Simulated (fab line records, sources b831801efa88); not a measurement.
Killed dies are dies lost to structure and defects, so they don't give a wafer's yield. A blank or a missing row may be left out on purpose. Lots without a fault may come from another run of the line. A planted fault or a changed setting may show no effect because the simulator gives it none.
Problem report in the 8D (eight disciplines) form, filled by code | flow gf180mcu | the parts of the form that need people (team, actions taken, sign-off) are left out

1. THE PROBLEM
cathode_dc_power_W at GF_M1_SPUTTER_04 reads a mean of 7718.8 W on 2 wafers of 1 lot; wafers without a fault read 6500.1 W with a standard deviation of 1.2. That is +99 or more standard deviations from the usual mean.
The step: material TiN, target thk 50 nm, time 41.7 s.
First seen on wafer L301.4, day 19 05:56, on pvd_sputter-04. The record holds 39 wafers of 13 lots with a number at this step. Rule for "out", or "out of limits": more than 4 standard deviations from the usual mean. The other wafers with a number count as sound.

2. WHAT IT IS AND WHAT IT IS NOT
question                    | is                 | is not
which readings at this step | cathode_dc_power_W | throttle_valve_pct
which lots                  | L301               | L293, L295, L296, L297, L298, L299, L300, L312, L313, L314, L315, L316
which wafers of those lots  | L301.4, L301.6     | L301.5
read on which tools         | pvd_sputter-04     | pvd_sputter-01, pvd_sputter-03
when                        | from day 19 05:56  | up to then (22 sound wafers); but 15 sound wafers of L312, L313, L314, L315, L316 came after

3. SUSPECTS, AND WHAT RULES EACH OUT
Counting: a tool at a process step up to the reading stays a suspect if it ran every lot that is out. Sound lots after the first of them don't rule it out here, since some wafers of a struck lot are sound.
- rie_diel-03 at GF_SAB_ETCH_11 (etches SiO2 in C4F8/O2/Ar, target depth 55 nm, time 8.5 s): kept. It ran the lot that is out, L301 (day 18 02:33); its last sound lot up to then is L300 (day 17 15:33).
- cvd_w-01 at GF_CONTACT_CVD_24 (deposits W, target thk 300 nm, time 90.339 s): kept. It ran the lot that is out, L301 (day 19 05:12); its last sound lot up to then is L300 (day 18 17:51).
- pvd_sputter-04 at GF_M1_SPUTTER_04 (material TiN, target thk 50 nm, time 41.7 s): kept. It ran the lot that is out, L301 (day 19 05:56); its last sound lot up to then is L299 (day 18 06:23). Its own readings are out on those wafers: cathode_dc_power_W.
- Within rie_diel-03 at GF_SAB_ETCH_11: the wafers that are out ran in chambers 0, 1; their sound lot-mates ran in chamber 3.
Left after counting: rie_diel-03 at GF_SAB_ETCH_11, cvd_w-01 at GF_CONTACT_CVD_24, pvd_sputter-04 at GF_M1_SPUTTER_04.

4. THE CAUSE (what the simulator had put in)
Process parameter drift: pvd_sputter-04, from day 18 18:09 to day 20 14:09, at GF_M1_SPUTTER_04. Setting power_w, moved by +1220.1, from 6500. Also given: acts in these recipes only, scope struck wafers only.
Counting left 3 suspects, and this tool is among them.

5. THE CHAIN OF EFFECTS, in route order
Each row: a reading whose mean over the struck wafers that have a number lies more than 3 standard deviations from the usual. Only readings for which the record gives a usual standard deviation are gone through. hours: the time from each lot's start at the first step in this table that gives one to its start at this step, as a median over the lots. sigmas: the change in usual standard deviations.
hours | step             | reading            | usual    | on struck wafers | change  | sigmas
0     | GF_M1_SPUTTER_04 | cathode_dc_power_W | 6500.1 W | 7718.8           | +1218.7 | +99 or more
The process steps in it:
- GF_M1_SPUTTER_04: material TiN, target thk 50 nm, time 41.7 s.

6. WHAT WOULD HAVE CAUGHT IT SOONER
In this record the first reading out of limits was taken at day 19 05:56, 12 hours after the fault began at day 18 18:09.
